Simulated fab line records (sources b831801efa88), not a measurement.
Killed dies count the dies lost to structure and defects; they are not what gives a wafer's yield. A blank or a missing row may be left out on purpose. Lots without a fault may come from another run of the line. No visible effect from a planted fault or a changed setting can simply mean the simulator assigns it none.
Problem report, 8D (eight disciplines) form, completed by code | flow sky130 | the parts of the form that need people (team, actions taken, sign-off) are left out

## 1. THE PROBLEM
Wafers without a fault read 0.9 %, standard deviation 0.37; sort_bin_3_pad_short at SKY_PAD_OPEN_PROBE_99 reads a mean of 84.5 % on 6 wafers belonging to 2 lots. That is +99 or more standard deviations from the usual mean.
First observed at day 47 16:09: wafer L816.3, on prober-01. The record has a number at this step for 15 wafers belonging to 5 lots. Rule for "out" (also "out of limits"): further than 4 standard deviations from the usual mean. The other wafers with a number count as sound.

## 2. WHAT IT IS; WHAT IT IS NOT
question                    | is                                                                                                                      | is not
which readings at this step | sort_bin_3_pad_short, defect limited yield, killed_at_M0_to_M3, killed dies, killed on rim, sort n pass, sort yield pct | killed_at_M4_up, killed at contacts, killed at front end, killed at other, killed open, killed short, sort_bin_5_function, sort_bin_6_memory
which lots                  | L816, L818                                                                                                              | L826, L829, L830
which wafers of those lots  | all that have a number                                                                                                  | -
read on which tools         | prober-01, prober-02                                                                                                    | -
when                        | from day 47 16:09                                                                                                       | up to then (0 sound wafers); but 9 sound wafers of L826, L829, L830 came after

## 3. WHAT RULES OUT EACH SUSPECT
Counting: a tool stays on the suspect list if, at a process step up to the reading, it processed all lots that are out and no sound lot following the first of them.
- cmp-02 at SKY_VIA1_CMP_24 (polishes, stops on SiO2, t overpolish 15 s, target thk 0 nm): ruled out as a lasting fault. Following L816 (day 36 13:37), the first lot on it that is out, the sound lots L826, L829, L830 were run on it.
Left after counting: nothing in the record.

## 4. THE CAUSE (what the simulator had put in)
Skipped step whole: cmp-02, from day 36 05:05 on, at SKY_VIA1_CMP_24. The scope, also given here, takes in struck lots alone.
It was ruled out by counting, in error; the rule expects a fault to strike all lots run on its tool from its start on, and this fault did not.

## 5. SEQUENCE OF EFFECTS, ordered by route
Each row: a reading whose mean over the struck wafers that have a number lies more than 3 standard deviations from the usual. Only readings whose record carries a usual standard deviation are examined. hours: median over the lots of the time between each lot's start at the first step of this table that gives one and its start at this step. sigmas: the change, counted in usual standard deviations.
hours | step                  | reading              | usual  | on struck wafers | change | sigmas
0     | SKY_PAD_OPEN_PROBE_99 | defect limited yield | 82.4 % | 0.0              | -82.4  | -41
0     | SKY_PAD_OPEN_PROBE_99 | killed_at_M0_to_M3   | 43     | 454              | +410   | +60
0     | SKY_PAD_OPEN_PROBE_99 | killed dies          | 87     | 492              | +405   | +42
0     | SKY_PAD_OPEN_PROBE_99 | killed on rim        | 17     | 96               | +79    | +19
0     | SKY_PAD_OPEN_PROBE_99 | sort_bin_3_pad_short | 0.9 %  | 84.5             | +83.5  | +99 or more
0     | SKY_PAD_OPEN_PROBE_99 | sort n pass          | 405    | 0                | -405   | -42
0     | SKY_PAD_OPEN_PROBE_99 | sort yield pct       | 82.4 % | 0.0              | -82.4  | -41
Its process steps:
- SKY_PAD_OPEN_PROBE_99
Readings that are blank on the struck wafers while sound wafers have them: edge zone pressure frac at SKY_VIA1_CMP_24; head pressure psi at SKY_VIA1_CMP_24; motor current A at SKY_VIA1_CMP_24; overpolish run s at SKY_VIA1_CMP_24; slurry filter dp kPa at SKY_VIA1_CMP_24; time to endpoint s at SKY_VIA1_CMP_24.

## 6. WHAT WOULD HAVE CAUGHT IT SOONER
First out-of-limits reading in this record: day 47 16:09, which is 275 hours after fault onset at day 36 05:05.
At SKY_VIA1_CMP_24 the tool's readings are blank on the struck wafers, where sound wafers have them: an empty tool record is the first sign, and it was there at once.
